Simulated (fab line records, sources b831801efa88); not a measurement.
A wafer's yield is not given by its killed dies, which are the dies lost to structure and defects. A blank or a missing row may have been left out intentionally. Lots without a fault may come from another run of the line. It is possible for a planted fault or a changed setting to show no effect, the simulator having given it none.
Struck lot and sound lot, side by side / flow sky130 / 16 steps out of a route of 708
Sound: wafers L499.2, L499.3, L499.6. Struck: wafers L512.1, L512.4, L512.5. The cause comes at the end.
At each step with rows: each side's tool, then ch and its chambers, then its first start. Under that, the readings that differ: sound wafers / struck wafers / difference of the means / sigmas: that difference in standard deviations of wafers without a fault.
alike: readings whose means differ by less than 2 such deviations, and words and numbers that are the same on both sides. not compared: withheld readings, readings that some wafer has no value for, bounds like >300 that may hide the same value, and numbers for which the record gives no deviation and whose values overlap.
A row with sigmas, a row that says differs or no value, or rows on one side alone: a step with any of these is where the two part. Numbers that don't overlap but have no deviation are shown without sigmas and don't part them. A reading that every wafer of one side lacks parts them only if that side has two wafers or more.

first, 5 steps without rows for these wafers: SKY_SONOS_TUNNEL_COAT_02 (resist thk 1140 nm); SKY_SONOS_TUNNEL_SOFTBAKE_03 (time 60 s); SKY_SONOS_TUNNEL_EXPOSE_04 (exposes mask TUNM, target cd 410 nm); SKY_SONOS_TUNNEL_PEB_05; SKY_SONOS_TUNNEL_DEVELOP_06 (develop time 60 s).
SKY_SONOS_TUNNEL_CD_MEAS_07: target cd 410 nm.
  sound: cd_sem-02 at day 11 13:22; struck: cd_sem-01 at day 15 18:57
  alike: cd_nm
SKY_SONOS_TUNNEL_OVL_MEAS_08:
  sound: overlay-01 at day 11 13:28; struck: overlay-02 at day 15 19:04
  alike: SONOS_TUNNEL_OVL
then, 3 steps without rows for these wafers: SKY_SONOS_TUNNEL_IMPLANT_09; SKY_SONOS_TUNNEL_WET_ETCH_10 (etches SiO2 in dHF, target depth 14 nm, time 280 s); SKY_SONOS_TUNNEL_STRIP_11 (strips in SPM, time 600 s).
SKY_SONOS_TUNNEL_TW_MEAS_12:
  sound: film_metro-01 at day 11 13:56; struck: film_metro-03 at day 15 19:31
  alike: SONOS_TUNNEL_TW
then, 1 step without rows for these wafers: SKY_SONOS_TUNNEL_CLEAN_13 (cleans in dHF, time 20 s).
SKY_SONOS_ONO_OXIDATION_00: stabilise 600 s, purge 300 s, target thk 2.6 nm.
  sound on furnace-02 ch 0, day 11 14:01; struck on furnace-02 ch 0, day 15 22:13
reading=spike_tc_centre_C (C); sound=798.0 799.1 798.1; struck=803.8 803.6 802.9; difference=+5.0; sigmas=+5
reading=spike_tc_upper_C (C); sound=801.5 798.4 800.4; struck=765.9 764.5 766.0; difference=-34.6; sigmas=-35
reading=zone_power_centre_pct (%); sound=14.2 14.5 14.7; struck=19.5 19.4 19.3; difference=+4.9; sigmas=+8
reading=zone_power_lower_pct (%); sound=11.53 11.58 11.54; struck=11.10 11.19 11.24; difference=-0.37; sigmas=-3
reading=zone_power_top_pct (%); sound=28.4 28.4 29.1; struck=34.7 35.6 35.6; difference=+6.7; sigmas=+7
reading=zone_power_upper_pct (%); sound=12.4 12.4 12.8; struck=2.7 2.7 2.7; difference=-9.8; sigmas=-13
reading=model.SiO2_of_SONOS_ONO_OXIDATION_00.thk_nm (nm); sound=2.515 2.518 2.512; struck=2.113 2.073 2.069; difference=-0.430; sigmas=
SKY_SONOS_ONO_THK_MEAS_01:
  sound: film_metro-02 at day 11 15:22; struck: film_metro-02 at day 15 23:34
reading=SONOS_ONO_OXIDATION_THK (nm); sound=2.51 2.51 2.49; struck=2.12 2.04 2.06; difference=-0.43; sigmas=-8
then, 1 step without rows for these wafers: SKY_SONOS_ONO_CVD_02 (deposits Si3N4 from DCS/NH3, target thk 10.5 nm, time 180 s).
-- record jumps: 33 days separate the struck wafers' starts on either side; left off in module SONOS_ONO, taken up again in module PAD_OPEN, whose first shown step is the route's number 708 --
SKY_PAD_OPEN_PROBE_99:
  sound: prober-02 at day 45 18:55; struck: prober-01 at day 49 06:46
reading=model.etest.cap_ono.gate_log10_a_cm2; sound=-8.05 -7.994 -8.032; struck=-7.577 -7.581 -7.517; difference=+0.467; sigmas=
reading=model.etest.cap_ono.gate_bv_v (V); sound=16.83 16.48 16.93; struck=16.06 15.9 16.12; difference=-0.72; sigmas=
reading=model.etest.cap_ono.tox_acc_nm (nm); sound=13 12.97 12.9; struck=12.58 12.6 12.55; difference=-0.38; sigmas=
reading=model.etest.sonos_erased.vt_v (V); sound=-2.243 -2.3 -2.261; struck=-2.43 -2.448 -2.474; difference=-0.18; sigmas=
reading=model.etest.sonos_baked.vt_less_v (V); sound=-0.4909 -0.4677 -0.5364; struck=-0.6063 -0.6112 -0.6018; difference=-0.1081; sigmas=
  alike: killed_at_M0_to_M3, killed_at_M4_up, killed_at_contacts, killed_at_front_end, killed_at_other, killed_dies, killed_open, killed_short
  not compared: model.etest.sonos_erased.drive_ua_um, model.etest.sonos_programmed.vt_v

WHERE THEY PART
Last at SKY_SONOS_ONO_THK_MEAS_01 as far as this record goes, first at SKY_SONOS_ONO_OXIDATION_00. Later steps at which nothing parts them and some readings are alike: SKY_PAD_OPEN_PROBE_99.

WHY: what the simulator had put in
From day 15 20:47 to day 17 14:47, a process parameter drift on furnace-02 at SKY_SONOS_ONO_OXIDATION_00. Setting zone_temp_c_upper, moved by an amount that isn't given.
